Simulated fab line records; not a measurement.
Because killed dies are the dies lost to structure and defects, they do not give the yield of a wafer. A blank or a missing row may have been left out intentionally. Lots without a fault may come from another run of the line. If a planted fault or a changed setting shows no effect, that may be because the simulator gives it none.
fab line records || flow sfqLine || part 2 of 2: steps 29 to 40 of 40
[record] {"lots": 5, "wafers": 15, "lastDay": 92}
route steps=325 shown L0V@16 M0@28 I0@43
lots that met no fault: from a run of the same line without faults
startH: hours from the record's opening day to when the first of the lot's shown wafers began || waitH: hours since the lot's step before || " repeats the value in the row above || L1.1+2: a row that stands for several wafers || - value missing, or start not given || * or withheld: withheld || < > ~ a bound
route shown NAME@n: names a module that has steps shown in the file, with the first one's number in the route || usual: average and standard deviation across the fault-free wafers || same: alike in all rows || chamber/n: place in a boat || sites: each site's reading || _std_site: the standard deviation of these || _edge_site: the outer-site mean with the inner-site mean subtracted || radiusMm: how far each site lies from the wafer's centre || mask NAME#n: copy n || behind: the tool/chamber that last shaped the wafer || hold: why the lot went on hold/how many hours it stayed there/how the hold came to an end || device: transistor that didn't switch, given as n, p or np || end of line: at the end of the route, the tests of the same wafers || a step without rows: its recipe alone || killed: at the first sort, the dies lost to defects and structure; wafer yield is something else || map: a wafer's dies, marking killed ones x, the rest . and places with no die _
set.NAME: the setting the step ran with; set.NAME@STEP: the setting that earlier step ran with || model.NAME: the simulator's own value behind a step, which no gauge read
a table for each step, a row for each wafer; lots at some steps of the route
services: the hour from which a tool's chamber was out of use, counted from the record's first day as startH (under 0 if before that day), plus the number of hours and why
[[steps]]
[step SFQ_I0_BOW_MEAS_907]
[recipe] {"mode": "bow"}
[usual] {"I0_BOW": "1/6.6"}
{"lot.wafer": "L074.1", "tool": "filmMetro-04", "chamber": "-", "startH": 138.99, "waitH": 1.5, "I0_BOW[um]": 5}
{"lot.wafer": "L074.3", "tool": "filmMetro-04", "chamber": "-", "startH": 138.99, "waitH": 1.5, "I0_BOW[um]": 10}
{"lot.wafer": "L074.4", "tool": "filmMetro-04", "chamber": "-", "startH": 138.99, "waitH": 1.5, "I0_BOW[um]": 7}
{"lot.wafer": "L082.1", "tool": "filmMetro-02", "chamber": "-", "startH": 173.16, "waitH": 2.5, "I0_BOW[um]": 7}
{"lot.wafer": "L082.3", "tool": "filmMetro-02", "chamber": "-", "startH": 173.16, "waitH": 2.5, "I0_BOW[um]": 1}
{"lot.wafer": "L082.4", "tool": "filmMetro-02", "chamber": "-", "startH": 173.16, "waitH": 2.5, "I0_BOW[um]": 2}
{"lot.wafer": "L085.2", "tool": "filmMetro-02", "chamber": "-", "startH": 194.18, "waitH": 1.0, "I0_BOW[um]": 3}
{"lot.wafer": "L085.5", "tool": "filmMetro-02", "chamber": "-", "startH": 194.18, "waitH": 1.0, "I0_BOW[um]": -4}
{"lot.wafer": "L085.6", "tool": "filmMetro-02", "chamber": "-", "startH": 194.18, "waitH": 1.0, "I0_BOW[um]": -5}
{"lot.wafer": "L092.2", "tool": "filmMetro-04", "chamber": "-", "startH": 233.18, "waitH": 2.0, "I0_BOW[um]": 16}
{"lot.wafer": "L092.4", "tool": "filmMetro-04", "chamber": "-", "startH": 233.18, "waitH": 2.0, "I0_BOW[um]": 1}
{"lot.wafer": "L092.5", "tool": "filmMetro-04", "chamber": "-", "startH": 233.18, "waitH": 2.0, "I0_BOW[um]": 3}
{"lot.wafer": "L096.1", "tool": "filmMetro-04", "chamber": "-", "startH": 256.32, "waitH": 2.5, "I0_BOW[um]": -5}
{"lot.wafer": "L096.2", "tool": "filmMetro-04", "chamber": "-", "startH": 256.32, "waitH": 2.5, "I0_BOW[um]": 5}
{"lot.wafer": "L096.6", "tool": "filmMetro-04", "chamber": "-", "startH": 256.32, "waitH": 2.5, "I0_BOW[um]": 2}
[step SFQ_TRILAYER_I0_METRO_MEASURE_029]
[usual] {"thkNm": "200.0/0.99"}
{"lot.wafer": "L074.1", "tool": "filmMetro-04", "chamber": "-", "startH": 139.11, "waitH": 0.1, "thkNm": 199.8}
{"lot.wafer": "L074.3", "tool": "filmMetro-04", "chamber": "-", "startH": 139.11, "waitH": 0.1, "thkNm": 201.3}
{"lot.wafer": "L074.4", "tool": "filmMetro-04", "chamber": "-", "startH": 139.11, "waitH": 0.1, "thkNm": 199.3}
{"lot.wafer": "L082.1", "tool": "filmMetro-02", "chamber": "-", "startH": 173.28, "waitH": 0.1, "thkNm": 199.5}
{"lot.wafer": "L082.3", "tool": "filmMetro-02", "chamber": "-", "startH": 173.28, "waitH": 0.1, "thkNm": 198.8}
{"lot.wafer": "L082.4", "tool": "filmMetro-02", "chamber": "-", "startH": 173.28, "waitH": 0.1, "thkNm": 198.6}
{"lot.wafer": "L085.2", "tool": "filmMetro-02", "chamber": "-", "startH": 194.48, "waitH": 0.3, "thkNm": 200.7}
{"lot.wafer": "L085.5", "tool": "filmMetro-02", "chamber": "-", "startH": 194.48, "waitH": 0.3, "thkNm": 199.6}
{"lot.wafer": "L085.6", "tool": "filmMetro-02", "chamber": "-", "startH": 194.48, "waitH": 0.3, "thkNm": 200.1}
{"lot.wafer": "L092.2", "tool": "filmMetro-04", "chamber": "-", "startH": 233.48, "waitH": 0.3, "thkNm": 199.7}
{"lot.wafer": "L092.4", "tool": "filmMetro-04", "chamber": "-", "startH": 233.48, "waitH": 0.3, "thkNm": 201.1}
{"lot.wafer": "L092.5", "tool": "filmMetro-04", "chamber": "-", "startH": 233.48, "waitH": 0.3, "thkNm": 201.9}
{"lot.wafer": "L096.1", "tool": "filmMetro-04", "chamber": "-", "startH": 256.44, "waitH": 0.1, "thkNm": 198.1}
{"lot.wafer": "L096.2", "tool": "filmMetro-04", "chamber": "-", "startH": 256.44, "waitH": 0.1, "thkNm": 200.7}
{"lot.wafer": "L096.6", "tool": "filmMetro-04", "chamber": "-", "startH": 256.44, "waitH": 0.1, "thkNm": 199.0}
[step SFQ_TRILAYER_I0_VIA_LITHO_COAT_036]
[recipe] {"resist": "BARC", "spinRpm": 3000, "resistThkNm": 62}
{"lot.wafer": "L074.1+3+4", "tool": "lithoTrack-04", "chamber": 0, "startH": 140.31, "waitH": 1.0}
{"lot.wafer": "L082.1+3+4", "tool": "lithoTrack-03", "chamber": 0, "startH": 174.48, "waitH": 1.0}
{"lot.wafer": "L085.2+5+6", "tool": "lithoTrack-02", "chamber": 0, "startH": 195.53, "waitH": 0.8}
{"lot.wafer": "L092.2+4+5", "tool": "lithoTrack-02", "chamber": 0, "startH": 234.53, "waitH": 0.8}
{"lot.wafer": "L096.1+2+6", "tool": "lithoTrack-04", "chamber": 0, "startH": 257.64, "waitH": 1.0}
[step SFQ_TRILAYER_I0_VIA_LITHO_COAT_031]
[recipe] {"resist": "KrF", "spinRpm": 3000, "resistThkNm": 650}
{"lot.wafer": "L074.1+3+4", "tool": "lithoTrack-04", "chamber": 0, "startH": 140.61, "waitH": 0.2}
{"lot.wafer": "L082.1+3+4", "tool": "lithoTrack-03", "chamber": 0, "startH": 174.78, "waitH": 0.2}
{"lot.wafer": "L085.2+5+6", "tool": "lithoTrack-02", "chamber": 0, "startH": 195.83, "waitH": 0.2}
{"lot.wafer": "L092.2+4+5", "tool": "lithoTrack-02", "chamber": 0, "startH": 234.83, "waitH": 0.2}
{"lot.wafer": "L096.1+2+6", "tool": "lithoTrack-04", "chamber": 0, "startH": 257.94, "waitH": 0.2}
[step SFQ_TRILAYER_I0_VIA_LITHO_SOFTBAKE_035]
[recipe] {"tempC": "withheld", "timeS": "withheld", "resist": "KrF"}
{"lot.wafer": "L074.1+3+4", "tool": "lithoTrack-04", "chamber": 0, "startH": 140.91, "waitH": 0.2}
{"lot.wafer": "L082.1+3+4", "tool": "lithoTrack-03", "chamber": 0, "startH": 175.08, "waitH": 0.2}
{"lot.wafer": "L085.2+5+6", "tool": "lithoTrack-02", "chamber": 0, "startH": 196.11, "waitH": 0.2}
{"lot.wafer": "L092.2+4+5", "tool": "lithoTrack-02", "chamber": 0, "startH": 235.11, "waitH": 0.2}
{"lot.wafer": "L096.1+2+6", "tool": "lithoTrack-04", "chamber": 0, "startH": 258.24, "waitH": 0.2}
[step SFQ_TRILAYER_I0_VIA_LITHO_EXPOSE_032]
[recipe] {"maskId": "I0", "na": 0.6, "sourceShape": "conventional", "sigmaOuter": 0.65, "targetCdNm": 500, "doseMj": 21.3}
{"lot.wafer": "L074.1+3+4", "tool": "krfScanner-01", "chamber": 0, "startH": 214.13, "waitH": "-", "mask": "I0#0"}
{"lot.wafer": "L082.1+3+4", "tool": "krfScanner-01", "chamber": 0, "startH": 248.19, "waitH": "-", "mask": "I0#0"}
{"lot.wafer": "L085.2+5+6", "tool": "krfScanner-01", "chamber": 0, "startH": 268.34, "waitH": "-", "mask": "I0#0"}
{"lot.wafer": "L092.2+4+5", "tool": "krfScanner-01", "chamber": 0, "startH": 318.74, "waitH": "-", "mask": "I0#0"}
{"lot.wafer": "L096.1+2+6", "tool": "krfScanner-01", "chamber": 0, "startH": 345.04, "waitH": "-", "mask": "I0#0"}
[step SFQ_TRILAYER_I0_VIA_LITHO_PEB_034]
[recipe] {"pebTempC": 115, "pebTimeS": 60, "resist": "KrF"}
{"lot.wafer": "L074.1+3+4", "tool": "lithoTrack-04", "chamber": 0, "startH": 215.33, "waitH": 1.0}
{"lot.wafer": "L082.1+3+4", "tool": "lithoTrack-04", "chamber": 0, "startH": 249.39, "waitH": 1.0}
{"lot.wafer": "L085.2+5+6", "tool": "lithoTrack-04", "chamber": 0, "startH": 269.36, "waitH": 0.8}
{"lot.wafer": "L092.2+4+5", "tool": "lithoTrack-03", "chamber": 0, "startH": 319.76, "waitH": 0.8}
{"lot.wafer": "L096.1+2+6", "tool": "lithoTrack-02", "chamber": 0, "startH": 346.24, "waitH": 1.0}
[step SFQ_TRILAYER_I0_VIA_LITHO_DEVELOP_033]
[recipe] {"timeS": 60, "resist": "KrF"}
{"lot.wafer": "L074.1+3+4", "tool": "lithoTrack-04", "chamber": 0, "startH": 215.48, "waitH": 0.1}
{"lot.wafer": "L082.1+3+4", "tool": "lithoTrack-04", "chamber": 0, "startH": 249.54, "waitH": 0.1}
{"lot.wafer": "L085.2+5+6", "tool": "lithoTrack-04", "chamber": 0, "startH": 269.51, "waitH": 0.1}
{"lot.wafer": "L092.2+4+5", "tool": "lithoTrack-03", "chamber": 0, "startH": 319.91, "waitH": 0.1}
{"lot.wafer": "L096.1+2+6", "tool": "lithoTrack-02", "chamber": 0, "startH": 346.39, "waitH": 0.1}
[step SFQ_I0_OVL_MEAS_908]
[usual] {"I0_OVL": "-2/4.8"}
{"lot.wafer": "L074.1", "tool": "overlay-01", "chamber": "-", "startH": 215.63, "waitH": 0.1, "I0_OVL[nm]": -3}
{"lot.wafer": "L074.3", "tool": "overlay-01", "chamber": "-", "startH": 215.63, "waitH": 0.1, "I0_OVL[nm]": -1}
{"lot.wafer": "L074.4", "tool": "overlay-01", "chamber": "-", "startH": 215.63, "waitH": 0.1, "I0_OVL[nm]": -4}
{"lot.wafer": "L082.1", "tool": "overlay-01", "chamber": "-", "startH": 249.69, "waitH": 0.1, "I0_OVL[nm]": 1}
{"lot.wafer": "L082.3", "tool": "overlay-01", "chamber": "-", "startH": 249.69, "waitH": 0.1, "I0_OVL[nm]": 10}
{"lot.wafer": "L082.4", "tool": "overlay-01", "chamber": "-", "startH": 249.69, "waitH": 0.1, "I0_OVL[nm]": 1}
{"lot.wafer": "L085.2", "tool": "overlay-02", "chamber": "-", "startH": 269.64, "waitH": 0.1, "I0_OVL[nm]": -14}
{"lot.wafer": "L085.5", "tool": "overlay-02", "chamber": "-", "startH": 269.64, "waitH": 0.1, "I0_OVL[nm]": -13}
{"lot.wafer": "L085.6", "tool": "overlay-02", "chamber": "-", "startH": 269.64, "waitH": 0.1, "I0_OVL[nm]": -10}
{"lot.wafer": "L092.2", "tool": "overlay-01", "chamber": "-", "startH": 320.04, "waitH": 0.1, "I0_OVL[nm]": -3}
{"lot.wafer": "L092.4", "tool": "overlay-01", "chamber": "-", "startH": 320.04, "waitH": 0.1, "I0_OVL[nm]": -3}
{"lot.wafer": "L092.5", "tool": "overlay-01", "chamber": "-", "startH": 320.04, "waitH": 0.1, "I0_OVL[nm]": -8}
{"lot.wafer": "L096.1", "tool": "overlay-02", "chamber": "-", "startH": 346.54, "waitH": 0.1, "I0_OVL[nm]": 0}
{"lot.wafer": "L096.2", "tool": "overlay-02", "chamber": "-", "startH": 346.54, "waitH": 0.1, "I0_OVL[nm]": -6}
{"lot.wafer": "L096.6", "tool": "overlay-02", "chamber": "-", "startH": 346.54, "waitH": 0.1, "I0_OVL[nm]": 1}
[step SFQ_TRILAYER_I0_VIA_BARC_OPEN_VIA_ETCH_046]
[recipe] {"maskMaterial": "PR", "chemistry": "O2", "targetDepthNm": 125, "target": "BARC", "sourceW": 500, "biasW": 80, "pressureMtorr": 30, "timeS": 41.7}
[usual] {"biasW": "79.99/0.24", "drypumpMotorCurrentA": "5.9/0.43", "oesProductAu": "0.685/0.0052"}
{"lot.wafer": "L074.1", "tool": "rieDiel-03", "chamber": 1, "startH": 215.67, "waitH": 0.0, "biasW": 79.96, "drypumpMotorCurrentA": 6.5, "oesProductAu": 0.689, "rfHoursCounterH": 121}
{"lot.wafer": "L074.3", "tool": "rieDiel-03", "chamber": 2, "startH": 215.67, "waitH": 0.0, "biasW": 79.96, "drypumpMotorCurrentA": 5.9, "oesProductAu": 0.690, "rfHoursCounterH": 1}
{"lot.wafer": "L074.4", "tool": "rieDiel-03", "chamber": 3, "startH": 215.67, "waitH": 0.0, "biasW": 80.23, "drypumpMotorCurrentA": 5.6, "oesProductAu": 0.683, "rfHoursCounterH": 73}
{"lot.wafer": "L082.1", "tool": "rieDiel-01", "chamber": 2, "startH": 249.72, "waitH": 0.0, "biasW": 79.68, "drypumpMotorCurrentA": 5.9, "oesProductAu": 0.688, "rfHoursCounterH": 76}
{"lot.wafer": "L082.3", "tool": "rieDiel-01", "chamber": 3, "startH": 249.72, "waitH": 0.0, "biasW": 80.03, "drypumpMotorCurrentA": 6.7, "oesProductAu": 0.689, "rfHoursCounterH": 92}
{"lot.wafer": "L082.4", "tool": "rieDiel-01", "chamber": 1, "startH": 249.72, "waitH": 0.0, "biasW": 80.07, "drypumpMotorCurrentA": 5.3, "oesProductAu": 0.684, "rfHoursCounterH": 104}
{"lot.wafer": "L085.2", "tool": "rieDiel-03", "chamber": 1, "startH": 269.67, "waitH": 0.0, "biasW": 80.13, "drypumpMotorCurrentA": 6.5, "oesProductAu": 0.684, "rfHoursCounterH": 122}
{"lot.wafer": "L085.5", "tool": "rieDiel-03", "chamber": 1, "startH": 269.67, "waitH": 0.0, "biasW": 80.19, "drypumpMotorCurrentA": 6.5, "oesProductAu": 0.691, "rfHoursCounterH": "-"}
{"lot.wafer": "L085.6", "tool": "rieDiel-03", "chamber": 0, "startH": 269.67, "waitH": 0.0, "biasW": 79.93, "drypumpMotorCurrentA": 5.3, "oesProductAu": 0.678, "rfHoursCounterH": "-"}
{"lot.wafer": "L092.2", "tool": "rieDiel-01", "chamber": 2, "startH": 320.07, "waitH": 0.0, "biasW": 80.16, "drypumpMotorCurrentA": 5.9, "oesProductAu": 0.682, "rfHoursCounterH": 77}
{"lot.wafer": "L092.4", "tool": "rieDiel-01", "chamber": 0, "startH": 320.07, "waitH": 0.0, "biasW": 79.84, "drypumpMotorCurrentA": 5.6, "oesProductAu": 0.689, "rfHoursCounterH": 117}
{"lot.wafer": "L092.5", "tool": "rieDiel-01", "chamber": 2, "startH": 320.07, "waitH": 0.0, "biasW": 79.74, "drypumpMotorCurrentA": 5.9, "oesProductAu": 0.686, "rfHoursCounterH": "-"}
{"lot.wafer": "L096.1", "tool": "rieDiel-01", "chamber": 2, "startH": 346.57, "waitH": 0.0, "biasW": 79.98, "drypumpMotorCurrentA": 5.9, "oesProductAu": 0.683, "rfHoursCounterH": 78}
{"lot.wafer": "L096.2", "tool": "rieDiel-01", "chamber": 0, "startH": 346.57, "waitH": 0.0, "biasW": 80.14, "drypumpMotorCurrentA": 5.6, "oesProductAu": 0.691, "rfHoursCounterH": 117}
{"lot.wafer": "L096.6", "tool": "rieDiel-01", "chamber": 2, "startH": 346.57, "waitH": 0.0, "biasW": 80.28, "drypumpMotorCurrentA": 5.9, "oesProductAu": 0.683, "rfHoursCounterH": "-"}
[step SFQ_TRILAYER_I0_VIA_ETCH_VIA_ETCH_034]
[recipe] {"target": "SiO2", "stopOn": "Nb", "maskMaterial": "PR", "taperDeg": 20, "chemistry": "CHF3", "targetDepthNm": 260, "sourceW": 500, "biasW": 80, "pressureMtorr": 30, "timeS": "withheld"}
[usual] {"biasW": "79.97/0.22", "drypumpMotorCurrentA": "5.9/0.43", "oesProductAu": "0.855/0.0051"}
{"lot.wafer": "L074.1", "tool": "rieDiel-03", "chamber": 1, "startH": 215.71, "waitH": 0.0, "biasW": 79.97, "drypumpMotorCurrentA": 6.5, "oesProductAu": 0.859}
{"lot.wafer": "L074.3", "tool": "rieDiel-03", "chamber": 2, "startH": 215.71, "waitH": 0.0, "biasW": 79.79, "drypumpMotorCurrentA": 5.9, "oesProductAu": 0.858}
{"lot.wafer": "L074.4", "tool": "rieDiel-03", "chamber": 3, "startH": 215.71, "waitH": 0.0, "biasW": 79.78, "drypumpMotorCurrentA": 5.6, "oesProductAu": 0.855}
{"lot.wafer": "L082.1", "tool": "rieDiel-01", "chamber": 2, "startH": 249.76, "waitH": 0.0, "biasW": 79.84, "drypumpMotorCurrentA": 5.9, "oesProductAu": 0.856}
{"lot.wafer": "L082.3", "tool": "rieDiel-01", "chamber": 3, "startH": 249.76, "waitH": 0.0, "biasW": 80.14, "drypumpMotorCurrentA": 6.7, "oesProductAu": 0.846}
{"lot.wafer": "L082.4", "tool": "rieDiel-01", "chamber": 1, "startH": 249.76, "waitH": 0.0, "biasW": 79.92, "drypumpMotorCurrentA": 5.4, "oesProductAu": 0.854}
{"lot.wafer": "L085.2", "tool": "rieDiel-03", "chamber": 1, "startH": 269.71, "waitH": 0.0, "biasW": 80.15, "drypumpMotorCurrentA": 6.5, "oesProductAu": 0.860}
{"lot.wafer": "L085.5", "tool": "rieDiel-03", "chamber": 1, "startH": 269.71, "waitH": 0.0, "biasW": 80.43, "drypumpMotorCurrentA": 6.5, "oesProductAu": 0.851}
{"lot.wafer": "L085.6", "tool": "rieDiel-03", "chamber": 0, "startH": 269.71, "waitH": 0.0, "biasW": 80.23, "drypumpMotorCurrentA": 5.3, "oesProductAu": 0.853}
{"lot.wafer": "L092.2", "tool": "rieDiel-01", "chamber": 2, "startH": 320.11, "waitH": 0.0, "biasW": 79.99, "drypumpMotorCurrentA": 5.9, "oesProductAu": 0.850}
{"lot.wafer": "L092.4", "tool": "rieDiel-01", "chamber": 0, "startH": 320.11, "waitH": 0.0, "biasW": 79.96, "drypumpMotorCurrentA": 5.6, "oesProductAu": 0.858}
{"lot.wafer": "L092.5", "tool": "rieDiel-01", "chamber": 2, "startH": 320.11, "waitH": 0.0, "biasW": 80.31, "drypumpMotorCurrentA": 5.9, "oesProductAu": 0.861}
{"lot.wafer": "L096.1", "tool": "rieDiel-01", "chamber": 2, "startH": 346.61, "waitH": 0.0, "biasW": 79.48, "drypumpMotorCurrentA": 5.9, "oesProductAu": 0.845}
{"lot.wafer": "L096.2", "tool": "rieDiel-01", "chamber": 0, "startH": 346.61, "waitH": 0.0, "biasW": 79.84, "drypumpMotorCurrentA": 5.6, "oesProductAu": 0.858}
{"lot.wafer": "L096.6", "tool": "rieDiel-01", "chamber": 2, "startH": 346.61, "waitH": 0.0, "biasW": 79.88, "drypumpMotorCurrentA": 5.9, "oesProductAu": 0.855}
[step SFQ_TRILAYER_I0_VIA_STRIP_STRIP_035]
[recipe] {"gas": "O2", "powerW": 200, "platenTempC": 40, "overashFraction": 0.65, "chemistry": "O2", "pressureMtorr": 50}
[usual] {"drypumpMotorCurrentA": "5.81/0.25", "oesProductAu": "0.999/0.0084"}
{"lot.wafer": "L074.1", "tool": "rieMetal-03", "chamber": 1, "startH": 215.82, "waitH": "-", "drypumpMotorCurrentA": 5.73, "oesProductAu": 0.991, "rfHoursCounterH": 158}
{"lot.wafer": "L074.3", "tool": "rieMetal-03", "chamber": 0, "startH": 215.82, "waitH": "-", "drypumpMotorCurrentA": 5.91, "oesProductAu": 0.979, "rfHoursCounterH": "-"}
{"lot.wafer": "L074.4", "tool": "rieMetal-03", "chamber": 1, "startH": 215.82, "waitH": "-", "drypumpMotorCurrentA": 5.77, "oesProductAu": 1.001, "rfHoursCounterH": "-"}
{"lot.wafer": "L082.1", "tool": "rieMetal-01", "chamber": 1, "startH": 249.88, "waitH": "-", "drypumpMotorCurrentA": 5.46, "oesProductAu": 1.003, "rfHoursCounterH": 10}
{"lot.wafer": "L082.3", "tool": "rieMetal-01", "chamber": 1, "startH": 249.88, "waitH": "-", "drypumpMotorCurrentA": 5.44, "oesProductAu": 0.998, "rfHoursCounterH": "-"}
{"lot.wafer": "L082.4", "tool": "rieMetal-01", "chamber": 0, "startH": 249.88, "waitH": "-", "drypumpMotorCurrentA": 5.53, "oesProductAu": 0.992, "rfHoursCounterH": "-"}
{"lot.wafer": "L085.2", "tool": "rieMetal-04", "chamber": 1, "startH": 270.03, "waitH": "-", "drypumpMotorCurrentA": 6.17, "oesProductAu": 0.998, "rfHoursCounterH": "-"}
{"lot.wafer": "L085.5", "tool": "rieMetal-04", "chamber": 1, "startH": 270.03, "waitH": "-", "drypumpMotorCurrentA": 6.19, "oesProductAu": 1.000, "rfHoursCounterH": "-"}
{"lot.wafer": "L085.6", "tool": "rieMetal-04", "chamber": 1, "startH": 270.03, "waitH": "-", "drypumpMotorCurrentA": 6.19, "oesProductAu": 1.015, "rfHoursCounterH": "-"}
{"lot.wafer": "L092.2", "tool": "rieMetal-04", "chamber": 1, "startH": 320.23, "waitH": "-", "drypumpMotorCurrentA": 6.21, "oesProductAu": 1.003, "rfHoursCounterH": 173}
{"lot.wafer": "L092.4", "tool": "rieMetal-04", "chamber": 0, "startH": 320.23, "waitH": "-", "drypumpMotorCurrentA": 5.76, "oesProductAu": 1.015, "rfHoursCounterH": "-"}
{"lot.wafer": "L092.5", "tool": "rieMetal-04", "chamber": 0, "startH": 320.23, "waitH": "-", "drypumpMotorCurrentA": 5.77, "oesProductAu": 1.008, "rfHoursCounterH": "-"}
{"lot.wafer": "L096.1", "tool": "rieMetal-01", "chamber": 1, "startH": 346.73, "waitH": "-", "drypumpMotorCurrentA": 5.45, "oesProductAu": 1.003, "rfHoursCounterH": 26}
{"lot.wafer": "L096.2", "tool": "rieMetal-01", "chamber": 0, "startH": 346.73, "waitH": "-", "drypumpMotorCurrentA": 5.51, "oesProductAu": 1.001, "rfHoursCounterH": 55}
{"lot.wafer": "L096.6", "tool": "rieMetal-01", "chamber": 0, "startH": 346.73, "waitH": "-", "drypumpMotorCurrentA": 5.53, "oesProductAu": 1.002, "rfHoursCounterH": "-"}
[[services]]
{"tool": "rieDiel-01", "chamber": 0, "startH": 42.14, "hours": 9.0, "kind": "repair"}
{"tool": "rieDiel-01", "chamber": 3, "startH": 44.63, "hours": 12.0, "kind": "repair"}
{"tool": "rieDiel-01", "chamber": "-", "startH": 52.88, "hours": 4.0, "kind": "pm"}
{"tool": "rieDiel-02", "chamber": 0, "startH": 59.69, "hours": 2.9, "kind": "repair"}
{"tool": "rieMetal-02", "chamber": "-", "startH": 74.25, "hours": 1.4, "kind": "pm"}
{"tool": "krfScanner-02", "chamber": "-", "startH": 77.08, "hours": 0.8, "kind": "pm"}
{"tool": "pvdSputter-05", "chamber": "-", "startH": 90.04, "hours": 2.2, "kind": "repair"}
{"tool": "krfScanner-02", "chamber": "-", "startH": 106.91, "hours": 1.3, "kind": "pm"}
{"tool": "rieMetal-03", "chamber": "-", "startH": 107.02, "hours": 0.4, "kind": "repair"}
{"tool": "rieDiel-03", "chamber": 0, "startH": 118.95, "hours": 10.3, "kind": "repair"}
{"tool": "rieDiel-02", "chamber": 1, "startH": 120.78, "hours": 6.7, "kind": "repair"}
{"tool": "krfScanner-02", "chamber": "-", "startH": 158.61, "hours": 1.0, "kind": "pm"}
{"tool": "krfScanner-02", "chamber": "-", "startH": 167.66, "hours": 0.5, "kind": "repair"}
{"tool": "rieDiel-02", "chamber": 3, "startH": 171.54, "hours": 5.0, "kind": "repair"}
{"tool": "rieMetal-02", "chamber": "-", "startH": 176.28, "hours": 0.6, "kind": "repair"}
{"tool": "krfScanner-02", "chamber": "-", "startH": 193.38, "hours": 4.4, "kind": "pm"}
{"tool": "krfScanner-02", "chamber": "-", "startH": 198.96, "hours": 6.0, "kind": "pm"}
{"tool": "krfScanner-02", "chamber": "-", "startH": 221.76, "hours": 0.5, "kind": "repair"}
{"tool": "krfScanner-02", "chamber": "-", "startH": 245.31, "hours": 0.8, "kind": "pm"}
{"tool": "krfScanner-02", "chamber": "-", "startH": 282.06, "hours": 1.3, "kind": "pm"}
{"tool": "rieMetal-03", "chamber": "-", "startH": 297.03, "hours": 14.6, "kind": "pm"}
{"tool": "krfScanner-02", "chamber": "-", "startH": 322.96, "hours": 3.6, "kind": "pm"}
{"tool": "krfScanner-02", "chamber": "-", "startH": 326.51, "hours": 1.0, "kind": "pm"}
{"tool": "rieMetal-03", "chamber": "-", "startH": 341.62, "hours": 1.4, "kind": "pm"}
